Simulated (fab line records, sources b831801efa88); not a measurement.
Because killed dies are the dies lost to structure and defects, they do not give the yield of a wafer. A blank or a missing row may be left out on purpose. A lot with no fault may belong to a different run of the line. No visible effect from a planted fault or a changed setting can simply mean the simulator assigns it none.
fab line records / flow sky130
record lots=14 wafers=41 last_day=50
route steps=708 shown CAP2M@615 VIA4@639 METAL5@664
lots with no fault: from the same line, run without faults
start_h: the number of hours between the record's first day and the start of the first shown wafer of the lot / wait_h: hours since the lot's step before / " as in the row above / L1.1+2: a row that stands for several wafers / - no value, or no start given / * or withheld: withheld / < > ~ a bound
route shown NAME@n: a module of which the file shows steps, and the number in the route of the first / usual: the fault-free wafers' mean and standard deviation / same: alike in all rows / chamber/n: place in a boat / sites: the reading at each site / _std_site: the values' standard deviation / _edge_site: the outer-site mean with the inner-site mean subtracted / radius_mm: for every site, how far away it sits from the centre of the wafer / mask NAME#n: copy n / behind: the tool/chamber that last shaped the wafer / hold: cause of the lot's hold/its duration in hours/its outcome / device: names the non-switching transistor (n, p or np) / end of line: the tests these same wafers got at the end of their route / for a step that has no rows: nothing shown but its recipe / killed: at the first sort, the dies lost to defects and structure; wafer yield is something else / map: a wafer's dies, marking killed ones x, the rest . and places with no die _
set.NAME: setting as actually run; set.NAME@STEP: the setting as run at that earlier step / model.NAME: the simulator's own value behind a step, which no gauge read
route steps across a sampled set of lots; one table per step, one row per wafer
services: the hour from which a tool's chamber was out of use, counted from the record's first day as start_h (under 0 if before that day), plus the number of hours and why
## steps
# step SKY_CAP2M_OVL_MEAS_12
# usual CAP2M_OVL=0.7/1.9
lot.wafer=L328.1 tool=overlay-01 chamber=- start_h=960.07 wait_h=0.1 CAP2M_OVL[nm]=-1.2
lot.wafer=L328.4 tool=overlay-01 chamber=- start_h=960.07 wait_h=0.1 CAP2M_OVL[nm]=0.1
lot.wafer=L328.6 tool=overlay-01 chamber=- start_h=960.07 wait_h=0.1 CAP2M_OVL[nm]=-2.4
lot.wafer=L329.1 tool=overlay-02 chamber=- start_h=968.89 wait_h=0.1 CAP2M_OVL[nm]=2.9
lot.wafer=L329.3 tool=overlay-02 chamber=- start_h=968.89 wait_h=0.1 CAP2M_OVL[nm]=3.7
lot.wafer=L329.5 tool=overlay-02 chamber=- start_h=968.89 wait_h=0.1 CAP2M_OVL[nm]=1.5
lot.wafer=L330.3 tool=overlay-01 chamber=- start_h=973.34 wait_h=0.1 CAP2M_OVL[nm]=1.5
lot.wafer=L330.4 tool=overlay-01 chamber=- start_h=973.34 wait_h=0.1 CAP2M_OVL[nm]=-0.3
lot.wafer=L330.6 tool=overlay-01 chamber=- start_h=973.34 wait_h=0.1 CAP2M_OVL[nm]=-0.1
lot.wafer=L331.1 tool=overlay-02 chamber=- start_h=975.09 wait_h=0.1 CAP2M_OVL[nm]=-2.4
lot.wafer=L331.5 tool=overlay-02 chamber=- start_h=975.09 wait_h=0.1 CAP2M_OVL[nm]=-1.5
lot.wafer=L331.6 tool=overlay-02 chamber=- start_h=975.09 wait_h=0.1 CAP2M_OVL[nm]=-2.0
lot.wafer=L332.2 tool=overlay-01 chamber=- start_h=982.85 wait_h=0.1 CAP2M_OVL[nm]=2.3
lot.wafer=L332.3 tool=overlay-01 chamber=- start_h=982.85 wait_h=0.1 CAP2M_OVL[nm]=1.6
lot.wafer=L332.6 tool=overlay-01 chamber=- start_h=982.85 wait_h=0.1 CAP2M_OVL[nm]=2.6
lot.wafer=L333.3 tool=overlay-01 chamber=- start_h=989.60 wait_h=0.1 CAP2M_OVL[nm]=2.2
lot.wafer=L333.4 tool=overlay-01 chamber=- start_h=989.60 wait_h=0.1 CAP2M_OVL[nm]=2.1
lot.wafer=L333.5 tool=overlay-01 chamber=- start_h=989.60 wait_h=0.1 CAP2M_OVL[nm]=3.0
lot.wafer=L335.2 tool=overlay-02 chamber=- start_h=1009.80 wait_h=0.1 CAP2M_OVL[nm]=0.6
lot.wafer=L335.5 tool=overlay-02 chamber=- start_h=1009.80 wait_h=0.1 CAP2M_OVL[nm]=0.2
lot.wafer=L335.6 tool=overlay-02 chamber=- start_h=1009.80 wait_h=0.1 CAP2M_OVL[nm]=-0.7
lot.wafer=L336.2 tool=overlay-02 chamber=- start_h=1014.73 wait_h=0.1 CAP2M_OVL[nm]=0.8
lot.wafer=L336.6 tool=overlay-02 chamber=- start_h=1014.73 wait_h=0.1 CAP2M_OVL[nm]=-0.7
lot.wafer=L337.1 tool=overlay-01 chamber=- start_h=1015.94 wait_h=0.1 CAP2M_OVL[nm]=6.7
lot.wafer=L337.4 tool=overlay-01 chamber=- start_h=1015.94 wait_h=0.1 CAP2M_OVL[nm]=3.0
lot.wafer=L337.6 tool=overlay-01 chamber=- start_h=1015.94 wait_h=0.1 CAP2M_OVL[nm]=4.6
lot.wafer=L344.3 tool=overlay-02 chamber=- start_h=1064.40 wait_h=0.1 CAP2M_OVL[nm]=1.0
lot.wafer=L344.5 tool=overlay-02 chamber=- start_h=1064.40 wait_h=0.1 CAP2M_OVL[nm]=1.9
lot.wafer=L344.6 tool=overlay-02 chamber=- start_h=1064.40 wait_h=0.1 CAP2M_OVL[nm]=0.3
lot.wafer=L348.1 tool=overlay-01 chamber=- start_h=1087.27 wait_h=0.1 CAP2M_OVL[nm]=0.8
lot.wafer=L348.2 tool=overlay-01 chamber=- start_h=1087.27 wait_h=0.1 CAP2M_OVL[nm]=1.2
lot.wafer=L348.5 tool=overlay-01 chamber=- start_h=1087.27 wait_h=0.1 CAP2M_OVL[nm]=0.6
lot.wafer=L349.1 tool=overlay-02 chamber=- start_h=1090.42 wait_h=0.1 CAP2M_OVL[nm]=2.3
lot.wafer=L349.2 tool=overlay-02 chamber=- start_h=1090.42 wait_h=0.1 CAP2M_OVL[nm]=3.2
lot.wafer=L349.5 tool=overlay-02 chamber=- start_h=1090.42 wait_h=0.1 CAP2M_OVL[nm]=2.8
lot.wafer=L350.3 tool=overlay-02 chamber=- start_h=1095.75 wait_h=0.1 CAP2M_OVL[nm]=-2.7
lot.wafer=L350.4 tool=overlay-02 chamber=- start_h=1095.75 wait_h=0.1 CAP2M_OVL[nm]=-0.1
lot.wafer=L350.6 tool=overlay-02 chamber=- start_h=1095.75 wait_h=0.1 CAP2M_OVL[nm]=-1.8
lot.wafer=L351.1 tool=overlay-02 chamber=- start_h=1099.74 wait_h=0.1 CAP2M_OVL[nm]=0.5
lot.wafer=L351.3 tool=overlay-02 chamber=- start_h=1099.74 wait_h=0.1 CAP2M_OVL[nm]=-0.3
lot.wafer=L351.5 tool=overlay-02 chamber=- start_h=1099.74 wait_h=0.1 CAP2M_OVL[nm]=-1.8
# step SKY_VIA4_HDPCVD_00
# recipe material=SiO2 target_thk_nm=1750 sigma_open_frac=0.3 time_s=291.7 temp_c=400 sih4_flow_sccm=60 pressure_mtorr=6
# usual run_length_s=319.8/0.37
lot.wafer=L328.1 tool=hdpcvd-01 chamber=1 start_h=985.65 wait_h=0.0 run_length_s=319.5
lot.wafer=L328.4 tool=hdpcvd-01 chamber=2 start_h=985.65 wait_h=0.0 run_length_s=319.4
lot.wafer=L328.6 tool=hdpcvd-01 chamber=1 start_h=985.65 wait_h=0.0 run_length_s=320.3
lot.wafer=L329.1 tool=hdpcvd-02 chamber=2 start_h=994.91 wait_h=0.0 run_length_s=319.4
lot.wafer=L329.3 tool=hdpcvd-02 chamber=1 start_h=994.91 wait_h=0.0 run_length_s=320.5
lot.wafer=L329.5 tool=hdpcvd-02 chamber=2 start_h=994.91 wait_h=0.0 run_length_s=319.7
lot.wafer=L330.3 tool=hdpcvd-02 chamber=2 start_h=998.65 wait_h=0.0 run_length_s=319.6
lot.wafer=L330.4 tool=hdpcvd-02 chamber=0 start_h=998.65 wait_h=0.0 run_length_s=319.9
lot.wafer=L330.6 tool=hdpcvd-02 chamber=1 start_h=998.65 wait_h=0.0 run_length_s=319.6
lot.wafer=L331.1 tool=hdpcvd-01 chamber=2 start_h=1000.83 wait_h=0.0 run_length_s=319.7
lot.wafer=L331.5 tool=hdpcvd-01 chamber=1 start_h=1000.83 wait_h=0.0 run_length_s=320.4
lot.wafer=L331.6 tool=hdpcvd-01 chamber=2 start_h=1000.83 wait_h=0.0 run_length_s=320.3
lot.wafer=L332.2 tool=hdpcvd-02 chamber=0 start_h=1008.31 wait_h=0.0 run_length_s=319.1
lot.wafer=L332.3 tool=hdpcvd-02 chamber=1 start_h=1008.31 wait_h=0.0 run_length_s=319.5
lot.wafer=L332.6 tool=hdpcvd-02 chamber=2 start_h=1008.31 wait_h=0.0 run_length_s=319.7
lot.wafer=L333.3 tool=hdpcvd-01 chamber=2 start_h=1015.26 wait_h=0.0 run_length_s=319.6
lot.wafer=L333.4 tool=hdpcvd-01 chamber=2 start_h=1015.26 wait_h=0.0 run_length_s=319.4
lot.wafer=L333.5 tool=hdpcvd-01 chamber=0 start_h=1015.26 wait_h=0.0 run_length_s=320.1
lot.wafer=L335.2 tool=hdpcvd-01 chamber=0 start_h=1034.64 wait_h=0.0 run_length_s=320.0
lot.wafer=L335.5 tool=hdpcvd-01 chamber=1 start_h=1034.64 wait_h=0.0 run_length_s=320.2
lot.wafer=L335.6 tool=hdpcvd-01 chamber=2 start_h=1034.64 wait_h=0.0 run_length_s=319.4
lot.wafer=L336.2 tool=hdpcvd-02 chamber=0 start_h=1039.27 wait_h=0.0 run_length_s=319.4
lot.wafer=L336.6 tool=hdpcvd-02 chamber=0 start_h=1039.27 wait_h=0.0 run_length_s=310.9
lot.wafer=L337.1 tool=hdpcvd-02 chamber=1 start_h=1040.79 wait_h=0.0 run_length_s=320.0
lot.wafer=L337.4 tool=hdpcvd-02 chamber=2 start_h=1040.79 wait_h=0.0 run_length_s=319.8
lot.wafer=L337.6 tool=hdpcvd-02 chamber=0 start_h=1040.79 wait_h=0.0 run_length_s=310.4
lot.wafer=L344.3 tool=hdpcvd-01 chamber=1 start_h=1087.85 wait_h=0.0 run_length_s=320.3
lot.wafer=L344.5 tool=hdpcvd-01 chamber=1 start_h=1087.85 wait_h=0.0 run_length_s=319.6
lot.wafer=L344.6 tool=hdpcvd-01 chamber=0 start_h=1087.85 wait_h=0.0 run_length_s=320.4
lot.wafer=L348.1 tool=hdpcvd-01 chamber=0 start_h=1109.70 wait_h=0.0 run_length_s=319.9
lot.wafer=L348.2 tool=hdpcvd-01 chamber=2 start_h=1109.70 wait_h=0.0 run_length_s=320.0
lot.wafer=L348.5 tool=hdpcvd-01 chamber=0 start_h=1109.70 wait_h=0.0 run_length_s=320.0
lot.wafer=L349.1 tool=hdpcvd-01 chamber=2 start_h=1112.49 wait_h=0.0 run_length_s=319.7
lot.wafer=L349.2 tool=hdpcvd-01 chamber=0 start_h=1112.49 wait_h=0.0 run_length_s=320.1
lot.wafer=L349.5 tool=hdpcvd-01 chamber=2 start_h=1112.49 wait_h=0.0 run_length_s=319.6
lot.wafer=L350.3 tool=hdpcvd-02 chamber=0 start_h=1118.03 wait_h=0.0 run_length_s=319.5
lot.wafer=L350.4 tool=hdpcvd-02 chamber=2 start_h=1118.03 wait_h=0.0 run_length_s=319.5
lot.wafer=L350.6 tool=hdpcvd-02 chamber=1 start_h=1118.03 wait_h=0.0 run_length_s=319.4
lot.wafer=L351.1 tool=hdpcvd-02 chamber=0 start_h=1120.74 wait_h=0.0 run_length_s=319.3
lot.wafer=L351.3 tool=hdpcvd-02 chamber=1 start_h=1120.74 wait_h=0.0 run_length_s=319.6
lot.wafer=L351.5 tool=hdpcvd-02 chamber=1 start_h=1120.74 wait_h=0.0 run_length_s=319.5
# step SKY_METAL5_SPUTTER_03
# recipe material=Ti target_thk_nm=5 power_w=3000 time_s=3.3 chamber_pressure_pa=0.4
# usual throttle_valve_pct=29.7/0.7
lot.wafer=L328.1 tool=pvd_sputter-03 chamber=- start_h=1011.22 wait_h=0.0 throttle_valve_pct=28.5
lot.wafer=L328.4 tool=pvd_sputter-03 chamber=- start_h=1011.22 wait_h=0.0 throttle_valve_pct=28.8
lot.wafer=L328.6 tool=pvd_sputter-03 chamber=- start_h=1011.22 wait_h=0.0 throttle_valve_pct=28.8
lot.wafer=L329.1 tool=pvd_sputter-02 chamber=- start_h=1020.18 wait_h=0.0 throttle_valve_pct=30.2
lot.wafer=L329.3 tool=pvd_sputter-02 chamber=- start_h=1020.18 wait_h=0.0 throttle_valve_pct=30.8
lot.wafer=L329.5 tool=pvd_sputter-02 chamber=- start_h=1020.18 wait_h=0.0 throttle_valve_pct=29.4
lot.wafer=L330.3 tool=pvd_sputter-01 chamber=- start_h=1023.48 wait_h=0.0 throttle_valve_pct=30.2
lot.wafer=L330.4 tool=pvd_sputter-01 chamber=- start_h=1023.48 wait_h=0.0 throttle_valve_pct=29.7
lot.wafer=L330.6 tool=pvd_sputter-01 chamber=- start_h=1023.48 wait_h=0.0 throttle_valve_pct=29.1
lot.wafer=L331.1 tool=pvd_sputter-01 chamber=- start_h=1025.52 wait_h=0.0 throttle_valve_pct=29.1
lot.wafer=L331.5 tool=pvd_sputter-01 chamber=- start_h=1025.52 wait_h=0.0 throttle_valve_pct=29.0
lot.wafer=L331.6 tool=pvd_sputter-01 chamber=- start_h=1025.52 wait_h=0.0 throttle_valve_pct=30.0
lot.wafer=L332.2 tool=pvd_sputter-02 chamber=- start_h=1031.94 wait_h=0.0 throttle_valve_pct=31.2
lot.wafer=L332.3 tool=pvd_sputter-02 chamber=- start_h=1031.94 wait_h=0.0 throttle_valve_pct=29.2
lot.wafer=L332.6 tool=pvd_sputter-02 chamber=- start_h=1031.94 wait_h=0.0 throttle_valve_pct=31.0
lot.wafer=L333.3 tool=pvd_sputter-01 chamber=- start_h=1040.21 wait_h=0.0 throttle_valve_pct=29.8
lot.wafer=L333.4 tool=pvd_sputter-01 chamber=- start_h=1040.21 wait_h=0.0 throttle_valve_pct=28.9
lot.wafer=L333.5 tool=pvd_sputter-01 chamber=- start_h=1040.21 wait_h=0.0 throttle_valve_pct=30.0
lot.wafer=L335.2 tool=pvd_sputter-01 chamber=- start_h=1058.26 wait_h=0.0 throttle_valve_pct=29.3
lot.wafer=L335.5 tool=pvd_sputter-01 chamber=- start_h=1058.26 wait_h=0.0 throttle_valve_pct=29.1
lot.wafer=L335.6 tool=pvd_sputter-01 chamber=- start_h=1058.26 wait_h=0.0 throttle_valve_pct=30.0
lot.wafer=L336.2 tool=pvd_sputter-01 chamber=- start_h=1062.42 wait_h=0.0 throttle_valve_pct=30.1
lot.wafer=L336.6 tool=pvd_sputter-01 chamber=- start_h=1062.42 wait_h=0.0 throttle_valve_pct=30.0
lot.wafer=L337.1 tool=pvd_sputter-01 chamber=- start_h=1064.92 wait_h=0.0 throttle_valve_pct=30.2
lot.wafer=L337.4 tool=pvd_sputter-01 chamber=- start_h=1064.92 wait_h=0.0 throttle_valve_pct=29.3
lot.wafer=L337.6 tool=pvd_sputter-01 chamber=- start_h=1064.92 wait_h=0.0 throttle_valve_pct=29.0
lot.wafer=L344.3 tool=pvd_sputter-02 chamber=- start_h=1109.86 wait_h=0.0 throttle_valve_pct=29.6
lot.wafer=L344.5 tool=pvd_sputter-02 chamber=- start_h=1109.86 wait_h=0.0 throttle_valve_pct=29.2
lot.wafer=L344.6 tool=pvd_sputter-02 chamber=- start_h=1109.86 wait_h=0.0 throttle_valve_pct=30.8
lot.wafer=L348.1 tool=pvd_sputter-01 chamber=- start_h=1131.47 wait_h=0.0 throttle_valve_pct=30.1
lot.wafer=L348.2 tool=pvd_sputter-01 chamber=- start_h=1131.47 wait_h=0.0 throttle_valve_pct=29.5
lot.wafer=L348.5 tool=pvd_sputter-01 chamber=- start_h=1131.47 wait_h=0.0 throttle_valve_pct=28.7
lot.wafer=L349.1 tool=pvd_sputter-03 chamber=- start_h=1133.72 wait_h=0.0 throttle_valve_pct=30.0
lot.wafer=L349.2 tool=pvd_sputter-03 chamber=- start_h=1133.72 wait_h=0.0 throttle_valve_pct=28.9
lot.wafer=L349.5 tool=pvd_sputter-03 chamber=- start_h=1133.72 wait_h=0.0 throttle_valve_pct=30.6
lot.wafer=L350.3 tool=pvd_sputter-01 chamber=- start_h=1139.43 wait_h=0.0 throttle_valve_pct=29.1
lot.wafer=L350.4 tool=pvd_sputter-01 chamber=- start_h=1139.43 wait_h=0.0 throttle_valve_pct=30.2
lot.wafer=L350.6 tool=pvd_sputter-01 chamber=- start_h=1139.43 wait_h=0.0 throttle_valve_pct=30.2
lot.wafer=L351.1 tool=pvd_sputter-02 chamber=- start_h=1141.77 wait_h=0.0 throttle_valve_pct=30.6
lot.wafer=L351.3 tool=pvd_sputter-02 chamber=- start_h=1141.77 wait_h=0.0 throttle_valve_pct=29.4
lot.wafer=L351.5 tool=pvd_sputter-02 chamber=- start_h=1141.77 wait_h=0.0 throttle_valve_pct=31.0
# step SKY_METAL5_DESCUM_14
# recipe chemistry=O2 source_power_w=150 bias_power_w=0 pressure_mtorr=10 temp_c=40 time_s=11
# usual drypump_motor_current_A=5.7/0.6 he_backside_leak_sccm=3.31/0.24 oes_product_au=0.999/0.011
lot.wafer=L328.1 tool=rie_metal-02 chamber=1 start_h=1033.72 wait_h=0.1 drypump_motor_current_A=4.7 he_backside_leak_sccm=3.31 oes_product_au=1.003 rf_hours_counter_h=13
lot.wafer=L328.4 tool=rie_metal-02 chamber=0 start_h=1033.72 wait_h=0.1 drypump_motor_current_A=5.9 he_backside_leak_sccm=3.30 oes_product_au=0.986 rf_hours_counter_h=-
lot.wafer=L328.6 tool=rie_metal-02 chamber=0 start_h=1033.72 wait_h=0.1 drypump_motor_current_A=5.8 he_backside_leak_sccm=3.02 oes_product_au=0.983 rf_hours_counter_h=-
lot.wafer=L329.1 tool=rie_metal-04 chamber=1 start_h=1042.92 wait_h=0.1 drypump_motor_current_A=5.3 he_backside_leak_sccm=2.92 oes_product_au=0.989 rf_hours_counter_h=12
lot.wafer=L329.3 tool=rie_metal-04 chamber=0 start_h=1042.92 wait_h=0.1 drypump_motor_current_A=6.4 he_backside_leak_sccm=3.18 oes_product_au=1.017 rf_hours_counter_h=-
lot.wafer=L329.5 tool=rie_metal-04 chamber=1 start_h=1042.92 wait_h=0.1 drypump_motor_current_A=5.2 he_backside_leak_sccm=3.11 oes_product_au=0.992 rf_hours_counter_h=-
lot.wafer=L330.3 tool=rie_metal-01 chamber=1 start_h=1045.95 wait_h=0.1 drypump_motor_current_A=6.4 he_backside_leak_sccm=3.45 oes_product_au=0.995 rf_hours_counter_h=-
lot.wafer=L330.4 tool=rie_metal-01 chamber=0 start_h=1045.95 wait_h=0.1 drypump_motor_current_A=5.8 he_backside_leak_sccm=3.59 oes_product_au=0.989 rf_hours_counter_h=-
lot.wafer=L330.6 tool=rie_metal-01 chamber=0 start_h=1045.95 wait_h=0.1 drypump_motor_current_A=5.8 he_backside_leak_sccm=3.51 oes_product_au=0.972 rf_hours_counter_h=-
lot.wafer=L331.1 tool=rie_metal-01 chamber=1 start_h=1047.87 wait_h=0.1 drypump_motor_current_A=6.4 he_backside_leak_sccm=3.52 oes_product_au=1.002 rf_hours_counter_h=17
lot.wafer=L331.5 tool=rie_metal-01 chamber=0 start_h=1047.87 wait_h=0.1 drypump_motor_current_A=5.8 he_backside_leak_sccm=3.65 oes_product_au=1.004 rf_hours_counter_h=-
lot.wafer=L331.6 tool=rie_metal-01 chamber=1 start_h=1047.87 wait_h=0.1 drypump_motor_current_A=6.4 he_backside_leak_sccm=3.58 oes_product_au=0.997 rf_hours_counter_h=-
lot.wafer=L332.2 tool=rie_metal-02 chamber=1 start_h=1054.14 wait_h=0.1 drypump_motor_current_A=4.7 he_backside_leak_sccm=3.45 oes_product_au=1.001 rf_hours_counter_h=-
lot.wafer=L332.3 tool=rie_metal-02 chamber=1 start_h=1054.14 wait_h=0.1 drypump_motor_current_A=4.7 he_backside_leak_sccm=3.34 oes_product_au=0.996 rf_hours_counter_h=-
lot.wafer=L332.6 tool=rie_metal-02 chamber=1 start_h=1054.14 wait_h=0.1 drypump_motor_current_A=4.7 he_backside_leak_sccm=3.51 oes_product_au=1.000 rf_hours_counter_h=-
lot.wafer=L333.3 tool=rie_metal-04 chamber=0 start_h=1061.24 wait_h=0.1 drypump_motor_current_A=6.4 he_backside_leak_sccm=3.13 oes_product_au=1.001 rf_hours_counter_h=-
lot.wafer=L333.4 tool=rie_metal-04 chamber=1 start_h=1061.24 wait_h=0.1 drypump_motor_current_A=5.3 he_backside_leak_sccm=3.16 oes_product_au=0.989 rf_hours_counter_h=-
lot.wafer=L333.5 tool=rie_metal-04 chamber=1 start_h=1061.24 wait_h=0.1 drypump_motor_current_A=5.3 he_backside_leak_sccm=3.14 oes_product_au=0.992 rf_hours_counter_h=-
lot.wafer=L335.2 tool=rie_metal-02 chamber=1 start_h=1079.67 wait_h=0.1 drypump_motor_current_A=4.7 he_backside_leak_sccm=3.52 oes_product_au=1.017 rf_hours_counter_h=16
lot.wafer=L335.5 tool=rie_metal-02 chamber=1 start_h=1079.67 wait_h=0.1 drypump_motor_current_A=4.7 he_backside_leak_sccm=3.50 oes_product_au=1.012 rf_hours_counter_h=-
lot.wafer=L335.6 tool=rie_metal-02 chamber=0 start_h=1079.67 wait_h=0.1 drypump_motor_current_A=5.9 he_backside_leak_sccm=3.32 oes_product_au=0.996 rf_hours_counter_h=-
lot.wafer=L336.2 tool=rie_metal-02 chamber=0 start_h=1083.87 wait_h=0.1 drypump_motor_current_A=5.9 he_backside_leak_sccm=3.17 oes_product_au=0.989 rf_hours_counter_h=15
lot.wafer=L336.6 tool=rie_metal-02 chamber=0 start_h=1083.87 wait_h=0.1 drypump_motor_current_A=5.9 he_backside_leak_sccm=3.31 oes_product_au=0.995 rf_hours_counter_h=-
lot.wafer=L337.1 tool=rie_metal-04 chamber=1 start_h=1085.82 wait_h=0.1 drypump_motor_current_A=5.3 he_backside_leak_sccm=3.32 oes_product_au=0.998 rf_hours_counter_h=15
lot.wafer=L337.4 tool=rie_metal-04 chamber=1 start_h=1085.82 wait_h=0.1 drypump_motor_current_A=5.3 he_backside_leak_sccm=3.08 oes_product_au=0.996 rf_hours_counter_h=-
lot.wafer=L337.6 tool=rie_metal-04 chamber=1 start_h=1085.82 wait_h=0.1 drypump_motor_current_A=5.3 he_backside_leak_sccm=3.07 oes_product_au=0.983 rf_hours_counter_h=-
lot.wafer=L344.3 tool=rie_metal-02 chamber=1 start_h=1129.34 wait_h=0.1 drypump_motor_current_A=4.7 he_backside_leak_sccm=3.31 oes_product_au=1.007 rf_hours_counter_h=-
lot.wafer=L344.5 tool=rie_metal-02 chamber=1 start_h=1129.34 wait_h=0.1 drypump_motor_current_A=4.7 he_backside_leak_sccm=3.43 oes_product_au=1.009 rf_hours_counter_h=-
lot.wafer=L344.6 tool=rie_metal-02 chamber=0 start_h=1129.34 wait_h=0.1 drypump_motor_current_A=5.9 he_backside_leak_sccm=2.91 oes_product_au=0.985 rf_hours_counter_h=-
lot.wafer=L348.1 tool=rie_metal-01 chamber=0 start_h=1149.82 wait_h=0.1 drypump_motor_current_A=5.8 he_backside_leak_sccm=3.59 oes_product_au=0.992 rf_hours_counter_h=29
lot.wafer=L348.2 tool=rie_metal-01 chamber=1 start_h=1149.82 wait_h=0.1 drypump_motor_current_A=6.4 he_backside_leak_sccm=3.34 oes_product_au=0.996 rf_hours_counter_h=25
lot.wafer=L348.5 tool=rie_metal-01 chamber=1 start_h=1149.82 wait_h=0.1 drypump_motor_current_A=6.4 he_backside_leak_sccm=3.54 oes_product_au=1.002 rf_hours_counter_h=-
lot.wafer=L349.1 tool=rie_metal-04 chamber=1 start_h=1151.89 wait_h=0.1 drypump_motor_current_A=5.3 he_backside_leak_sccm=3.24 oes_product_au=0.978 rf_hours_counter_h=20
lot.wafer=L349.2 tool=rie_metal-04 chamber=0 start_h=1151.89 wait_h=0.1 drypump_motor_current_A=6.5 he_backside_leak_sccm=3.00 oes_product_au=1.018 rf_hours_counter_h=24
lot.wafer=L349.5 tool=rie_metal-04 chamber=1 start_h=1151.89 wait_h=0.1 drypump_motor_current_A=5.3 he_backside_leak_sccm=3.20 oes_product_au=0.987 rf_hours_counter_h=-
lot.wafer=L350.3 tool=rie_metal-04 chamber=0 start_h=1156.84 wait_h=0.1 drypump_motor_current_A=6.5 he_backside_leak_sccm=3.26 oes_product_au=1.029 rf_hours_counter_h=-
lot.wafer=L350.4 tool=rie_metal-04 chamber=1 start_h=1156.84 wait_h=0.1 drypump_motor_current_A=5.3 he_backside_leak_sccm=3.18 oes_product_au=0.998 rf_hours_counter_h=-
lot.wafer=L350.6 tool=rie_metal-04 chamber=0 start_h=1156.84 wait_h=0.1 drypump_motor_current_A=6.5 he_backside_leak_sccm=3.23 oes_product_au=1.023 rf_hours_counter_h=-
lot.wafer=L351.1 tool=rie_metal-02 chamber=0 start_h=1159.13 wait_h=0.1 drypump_motor_current_A=5.8 he_backside_leak_sccm=2.83 oes_product_au=1.002 rf_hours_counter_h=21
lot.wafer=L351.3 tool=rie_metal-02 chamber=1 start_h=1159.13 wait_h=0.1 drypump_motor_current_A=4.7 he_backside_leak_sccm=3.52 oes_product_au=0.999 rf_hours_counter_h=-
lot.wafer=L351.5 tool=rie_metal-02 chamber=0 start_h=1159.13 wait_h=0.1 drypump_motor_current_A=5.9 he_backside_leak_sccm=2.89 oes_product_au=0.995 rf_hours_counter_h=-
## services
tool=hdpcvd-02 chamber=0 start_h=965.25 hours=- kind=clean
tool=hdpcvd-02 chamber=1 start_h=965.25 hours=- kind=clean
tool=hdpcvd-02 chamber=2 start_h=965.25 hours=- kind=clean
tool=hdpcvd-01 chamber=- start_h=976.31 hours=5.5 kind=pm
tool=pvd_sputter-03 chamber=- start_h=1023.47 hours=59.0 kind=repair
tool=hdpcvd-01 chamber=- start_h=1037.28 hours=2.6 kind=repair
tool=rie_metal-02 chamber=0 start_h=1053.35 hours=1.3 kind=repair
tool=rie_metal-02 chamber=- start_h=1102.74 hours=0.3 kind=repair
tool=rie_metal-01 chamber=1 start_h=1109.82 hours=10.1 kind=repair
tool=rie_metal-04 chamber=- start_h=1141.44 hours=0.9 kind=repair
tool=rie_metal-02 chamber=1 start_h=1142.87 hours=9.1 kind=repair
## key
first_sign step=SKY_VIA4_HDPCVD_00 reading=run_length_s direction=down sigmas=25 usual=* struck=*
effect none on later readings
met_at SKY_VIA4_HDPCVD_00
struck_lots L336,L337
struck_wafers L336.6,L337.6
sort_left_out L336.6
not_acting_at SKY_CAP2M_OVL_MEAS_12,SKY_METAL5_SPUTTER_03,SKY_METAL5_DESCUM_14
onset_between 1008.31 1039.27
fault kind=process_parameter_drift tool=hdpcvd-02 chamber=- onset_h=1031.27 steps=SKY_VIA4_HDPCVD_00 channel=time_s offset=* shape=step end_h=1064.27 scope=struck_wafers_only acts_in=* stated=*
# sort_left_out: the simulated sort isn't trusted on such a fault, so these wafers' sort isn't shown, and their yield isn't known
